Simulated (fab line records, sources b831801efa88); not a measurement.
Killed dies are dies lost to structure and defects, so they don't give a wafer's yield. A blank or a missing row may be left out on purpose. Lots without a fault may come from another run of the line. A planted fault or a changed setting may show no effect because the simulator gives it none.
Which tool did it? | flow sky130 | 12 lots, 36 wafers sampled, at 4 steps of a route of 708

WHAT THE GAUGES READ, wafer by wafer
SKY_VIA2_CD_MEAS_12: target cd 200 nm.
lot  | measured     | on        | cd_nm (nm)
L159 | day 36 10:21 | cd_sem-02 | 201.7 201.0 198.8
L160 | day 36 19:08 | cd_sem-01 | 199.2 199.6 198.8
L162 | day 37 15:26 | cd_sem-01 | 199.2 199.7 199.0
L166 | day 38 13:01 | cd_sem-01 | 201.6 200.1 200.8
L165 | day 38 15:56 | cd_sem-01 | 200.5 200.4 201.0
L167 | day 39 02:49 | cd_sem-01 | 200.2 199.0 199.5
L174 | day 42 02:39 | cd_sem-01 | 199.9 199.1 199.4
L177 | day 42 06:07 | cd_sem-02 | 200.3 198.8 199.9
L178 | day 42 09:39 | cd_sem-02 | 199.7 201.4 201.1
L176 | day 42 13:14 | cd_sem-01 | 197.1 196.9 198.1
L179 | day 42 16:17 | cd_sem-01 | 201.8 200.3 201.6
L180 | day 43 00:07 | cd_sem-02 | 203.5 201.6 202.1

SKY_VIA2_RS_MEAS_22: measures by four-point-probe.
lot  | measured     | on            | VIA2_W_RS (ohm/sq)
L159 | day 36 11:33 | film_metro-03 | 0.2796 0.2770 0.2796
L160 | day 36 20:16 | film_metro-01 | 0.2732 0.2746 0.2729
L162 | day 37 16:31 | film_metro-04 | 0.2757 0.2759 0.2782
L166 | day 38 14:05 | film_metro-01 | 0.2751 0.2725 0.2740
L165 | day 38 17:03 | film_metro-04 | 0.2762 0.2768 0.2745
L167 | day 39 03:52 | film_metro-04 | 0.2738 0.2760 0.2732
L174 | day 42 03:44 | film_metro-04 | 0.2733 0.2702 0.2722
L177 | day 42 07:12 | film_metro-04 | 0.2785 0.2811 0.2751
L178 | day 42 10:41 | film_metro-03 | 0.2760 0.2772 0.2733
L176 | day 42 14:17 | film_metro-01 | 0.2774 0.2737 0.2750
L179 | day 42 17:20 | film_metro-01 | 0.2702 0.2720 0.2720
L180 | day 43 01:11 | film_metro-01 | 0.2711 0.2743 0.2700

WHICH TOOL RAN EACH LOT (tool, then ch and the chambers of the sampled wafers, then the start)
lot  | SKY_VIA2_ETCH_14                   | SKY_VIA2_ETCH_15
L159 | rie_diel-01 ch 0,3, day 36 10:31   | rie_diel-01 ch 0,3, day 36 10:33
L160 | rie_diel-01 ch 0,2, day 36 19:15   | rie_diel-01 ch 0,2, day 36 19:17
L162 | rie_diel-01 ch 1,2,3, day 37 15:36 | rie_diel-01 ch 1,2,3, day 37 15:38
L166 | rie_diel-03 ch 0,2, day 38 13:10   | rie_diel-03 ch 0,2, day 38 13:12
L165 | rie_diel-01 ch 0,1,3, day 38 16:06 | rie_diel-01 ch 0,1,3, day 38 16:08
L167 | rie_diel-02 ch 1,3, day 39 02:57   | rie_diel-02 ch 1,3, day 39 02:59
L174 | rie_diel-01 ch 0,3, day 42 02:45   | rie_diel-01 ch 0,3, day 42 02:47
L177 | rie_diel-02 ch 1,2, day 42 06:15   | rie_diel-02 ch 1,2, day 42 06:17
L178 | rie_diel-02 ch 0,1,2, day 42 09:46 | rie_diel-02 ch 0,1,2, day 42 09:48
L176 | rie_diel-01 ch 0,1, day 42 13:21   | rie_diel-01 ch 0,1, day 42 13:23
L179 | rie_diel-02 ch 0,1,2, day 42 16:27 | rie_diel-02 ch 0,1,2, day 42 16:29
L180 | rie_diel-03 ch 0,1, day 43 00:15   | rie_diel-03 ch 0,1, day 43 00:17
- SKY_VIA2_ETCH_14: etches BARC in N2/H2, stops on SiO2, time 45.9 s, target depth 60 nm.
- SKY_VIA2_ETCH_15: etches SiO2 in C4F8/O2/Ar, stops on TiN, target depth 546 nm, time 84 s.

WHAT THE TOOLS THEMSELVES READ (means of the sampled wafers that have a number; where no wafer has one, the mark that the record gives instead)
SKY_VIA2_ETCH_14.
lot  | tool        | bias_w (W) | drypump_motor_current_A (A) | h2_flow_sccm (sccm) | oes_product_au (a.u.) | throttle_valve_pct (%)
L159 | rie_diel-01 | 100.1      | 5.7                         | 199.3               | 0.856                 | 13.221
L160 | rie_diel-01 | 99.9       | 6.4                         | 199.9               | 0.853                 | 13.222
L162 | rie_diel-01 | 100.0      | 6.2                         | 199.0               | 0.855                 | 13.222
L166 | rie_diel-03 | 99.9       | 5.2                         | 199.8               | 0.852                 | 13.224
L165 | rie_diel-01 | 100.2      | 6.0                         | 200.0               | 0.855                 | 13.226
L167 | rie_diel-02 | 99.8       | 5.4                         | 200.3               | 0.854                 | 13.216
L174 | rie_diel-01 | 77.5       | 5.7                         | 200.3               | 0.855                 | 13.233
L177 | rie_diel-02 | 100.2      | 5.9                         | 200.3               | 0.852                 | 13.226
L178 | rie_diel-02 | 99.7       | 5.9                         | 200.3               | 0.858                 | 13.216
L176 | rie_diel-01 | 77.5       | 6.1                         | 200.2               | 0.855                 | 13.222
L179 | rie_diel-02 | 99.7       | 6.0                         | 199.9               | 0.852                 | 13.223
L180 | rie_diel-03 | 100.2      | 5.2                         | 200.2               | 0.853                 | 13.230

SKY_VIA2_ETCH_15.
lot  | tool        | bias_w (W) | oes_product_au (a.u.)
L159 | rie_diel-01 | 1202       | 0.938
L160 | rie_diel-01 | 1203       | 0.939
L162 | rie_diel-01 | 1203       | 0.935
L166 | rie_diel-03 | 1198       | 0.940
L165 | rie_diel-01 | 1200       | 0.939
L167 | rie_diel-02 | 1200       | 0.940
L174 | rie_diel-01 | 1198       | 0.941
L177 | rie_diel-02 | 1198       | 0.943
L178 | rie_diel-02 | 1201       | 0.940
L176 | rie_diel-01 | 1201       | 0.937
L179 | rie_diel-02 | 1200       | 0.938
L180 | rie_diel-03 | 1196       | 0.943

THE ANSWER, worked out from the rows above alone
Rule: what is usual is taken from the lots themselves. Put in order of their means at a reading, lots are off if they are a third of the lots or fewer, leave a main group of 4 or more, and stand apart from it by a gap of 3 or more times the standard deviation of the main group's means; of several such gaps the widest counts. A main group whose means are all the same, to the digits that the tables above print for the reading, isn't used. A lot without any number at a reading at which 4 lots or more have one is off too. The other lots that the step has rows for count as sound. The gauges are gone through in route order, then the tools' own readings, and for those a lot's mean is taken as printed above. The first step at which some lot is off is used, and at that step the reading that is off furthest; a lot without a number counts as furthest.
Off: L174, L176, at SKY_VIA2_ETCH_14 (bias_w). The main group: mean 100.0 W, standard deviation 0.19.
A tool fits if, at that step or a process step before it, it ran every lot that is off, and no sound lot after the first of them. One fits: rie_diel-01 at SKY_VIA2_ETCH_14. Its last sound lot is L165 (day 38 16:06), its first lot that is off L174 (day 42 02:45): a fault that began between those two fits.
The tool's own readings at SKY_VIA2_ETCH_14 bear it out: on the lots that are off they differ by more than 5 times the standard deviation of the sound lots' means. bias_w reads 77.5 W there against 100.0 W on the sound lots.

WHAT THE SIMULATOR HAD PUT IN
Process parameter drift: rie_diel-01, from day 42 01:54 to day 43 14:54, at SKY_VIA2_ETCH_14. Setting bias_w, moved by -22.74, from 100. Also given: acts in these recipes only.
Lots struck among those shown: L174, L176. The rule above found the same.
